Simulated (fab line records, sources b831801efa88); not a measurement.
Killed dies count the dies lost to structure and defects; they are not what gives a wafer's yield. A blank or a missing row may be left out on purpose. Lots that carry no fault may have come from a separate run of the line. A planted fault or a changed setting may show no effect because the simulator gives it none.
A struck lot beside a sound one ; flow sky130 ; 19 steps out of a route of 708
Sound: these wafers, L628.2, L628.5, L628.6. Struck: wafers L639.1, L639.4, L639.5. The cause is named last.
Order at every step that has rows: each side's tool, ch and its chambers, its first start. Under that, the readings that differ: sound wafers ; struck wafers ; difference of the means ; sigmas: that difference in standard deviations of wafers without a fault.
alike: words and numbers the same on both sides, and readings whose means are apart by under 2 such deviations; not compared: readings that were withheld, readings missing a value for some wafer, numbers with overlapping values and no deviation given by the record, and bounds like >300 which may hide the same value.
A row with sigmas, a row that says differs or no value, or rows on one side alone: a step with any of these is where the two part. Numbers that don't overlap but have no deviation are shown without sigmas and don't part them. A reading missing from all wafers of one side parts the sides only when that side holds two or more wafers.

first, 8 steps without rows for these wafers: SKY_RES_XHIGH_DEHYDRATE_00 (time 60 s); SKY_RES_XHIGH_HMDS_01 (prime time 60 s); SKY_RES_XHIGH_COAT_02 (resist thk 1140 nm); SKY_RES_XHIGH_SOFTBAKE_03 (time 60 s); SKY_RES_XHIGH_EXPOSE_04 (exposes mask URPM, target cd 1270 nm); SKY_RES_XHIGH_PEB_05; SKY_RES_XHIGH_DEVELOP_06 (develop time 60 s); SKY_RES_XHIGH_IMPLANT_07.
SKY_RES_XHIGH_STRIP_08: strips in O2/N2.
  sound on plasma asher-03 ch 0,1, day 28 13:05; struck on plasma asher-03 ch 0,1, day 31 12:43
  alike: chamber pressure mTorr, drypump motor current A, oes product au, strip time to endpoint s
  not compared: rf hours counter h
SKY_RES_XHIGH_TW_MEAS_09:
  sound: film metro-03 at day 28 13:11; struck: film metro-04 at day 31 12:49
  alike: RES_XHIGH_TW
then, 2 steps without rows for these wafers: SKY_SD_N_DEHYDRATE_00 (time 60 s); SKY_SD_N_HMDS_01 (prime time 60 s).
SKY_SD_N_COAT_02: resist thk 1140 nm.
  sound on litho track-04 ch 0, day 29 02:57; struck on litho track-01, day 32 02:24
  no value came back on the struck wafers for chill plate temp C (C), dispense pressure kPa (kPa); on the sound wafers chill plate temp C (C) reads 23.05 23.07 23.09
then, 4 steps without rows for these wafers: SKY_SD_N_SOFTBAKE_03 (time 60 s); SKY_SD_N_EXPOSE_04 (exposes mask NSDM, target cd 380 nm); SKY_SD_N_PEB_05; SKY_SD_N_DEVELOP_06 (develop time 60 s).
SKY_SD_N_CD_MEAS_07 targets a cd of 380 nm.
  sound: cd sem-02 at day 29 17:00; struck: cd sem-02 at day 32 15:47
reading;sound;struck;difference;sigmas
cd nm (nm);381.0 377.7 378.3;- - -;no value on the struck wafers;
SKY_SD_N_OVL_MEAS_08:
  sound: overlay-02 at day 29 17:07; struck: overlay-02 at day 32 15:54
reading;sound;struck;difference;sigmas
SD_N_OVL (nm);0.3 -0.2 -0.6;- - -;no value on the struck wafers;

WHERE THEY PART
First at SKY_SD_N_COAT_02; last, within this record, at SKY_SD_N_OVL_MEAS_08.

WHY: what the simulator had put in
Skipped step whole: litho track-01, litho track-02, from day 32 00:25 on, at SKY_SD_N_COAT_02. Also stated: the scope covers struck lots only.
